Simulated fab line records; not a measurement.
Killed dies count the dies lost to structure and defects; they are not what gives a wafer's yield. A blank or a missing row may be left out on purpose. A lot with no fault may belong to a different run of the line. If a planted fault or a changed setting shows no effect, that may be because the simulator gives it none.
Code-filled problem report in 8D (eight disciplines) form :: flow sky130 :: the parts of the form that need people (team, actions taken, sign-off) are left out

1. WHAT IS WRONG
SD_N_RS at SKY_SD_N_RS_MEAS_16 reads a mean of 64.45 ohm/sq on 6 wafers of 2 lots; wafers without a fault read 68.47 ohm/sq with a standard deviation of 0.1. That is -40 standard deviations from the usual mean.
The step: measures by four-point-probe.
First seen on wafer L344.4, day 32 15:59, on film-metro-01. At this step, 36 wafers from 12 lots have a number in the record. Rule for "out" (also "out of limits"): further than 4 standard deviations from the usual mean. The other wafers with a number count as sound.

2. WHAT THIS IS AND IS NOT
question: which readings at this step
is: SD_N_RS
is not: -

question: which lots
is: L344, L346
is not: L331, L332, L333, L335, L337, L338, L349, L351, L353, L354

question: which wafers of those lots
is: all that have a number
is not: -

question: read on which gauges
is: film-metro-01
is not: film-metro-02, film-metro-03

question: when
is: from day 32 15:59
is not: up to then (18 sound wafers); but 12 sound wafers of L349, L351, L353, L354 came after

3. WHAT RULES OUT EACH SUSPECT
Counting: any tool at a process step up to the reading is kept as a suspect provided that every lot that is out went through it and no sound lot did after the first of them.
- the gauge at SKY_SD_N_RS_MEAS_16: ruled out. All the wafers that are out were read on film-metro-01, but those of them that SKY_SD_N_RTA_14 has rows for are out there too, on other tools.
- rtp-anneal-02 at SKY_SD_N_RTA_14 (time 2 s): ruled out as a lasting fault. Sound lots L354 ran on it after its first lot that is out, L344 (day 32 15:46).
Left after counting: nothing in the record.

4. THE CAUSE (what the simulator had put in)
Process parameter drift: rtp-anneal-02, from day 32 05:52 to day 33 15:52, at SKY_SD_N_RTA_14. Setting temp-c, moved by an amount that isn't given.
It was ruled out by counting, in error; the rule expects a fault to strike all lots run on its tool from its start on, and this fault did not.

5. THE CHAIN OF EFFECTS, in route order
Rows list readings where the struck wafers' mean (over those with a number) sits beyond 3 standard deviations from the usual. Only readings for which the record gives a usual standard deviation are gone through. hours: the time from each lot's start at the first step in this table that gives one to its start at this step, as a median over the lots. sigmas: the change in usual standard deviations.
hours: 0
step: SKY_SD_N_RTA_14
reading: lamp-power-pct
usual: 15.74 %
on struck wafers: 16.38
change: +0.64
sigmas: +12

hours: 0
step: SKY_SD_N_RTA_14
reading: wafer_temp_C_max
usual: 1078.0
on struck wafers: 1099.7
change: +21.7
sigmas: +17

hours: 0
step: SKY_SD_N_RS_MEAS_16
reading: SD_N_RS
usual: 68.47 ohm/sq
on struck wafers: 64.45
change: -4.02
sigmas: -40

hours: 0
step: SKY_SD_N_RS_MEAS_17
reading: SD_P_RS
usual: 147.0 ohm/sq
on struck wafers: 127.8
change: -19.2
sigmas: -58
It contains these process steps:
- SKY_SD_N_RTA_14: time 2 s.

6. WHAT WOULD HAVE CAUGHT IT SOONER
The first out-of-limits reading at a measuring or inspecting step in this record came at day 32 15:59, 10 hours after the fault's start at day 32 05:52.
At SKY_SD_N_RTA_14, the tool's own readings (lamp-power-pct, wafer_temp_C_max) were out on each struck wafer the step has a row for, so an alarm limit on them would have fired on the first such wafer.
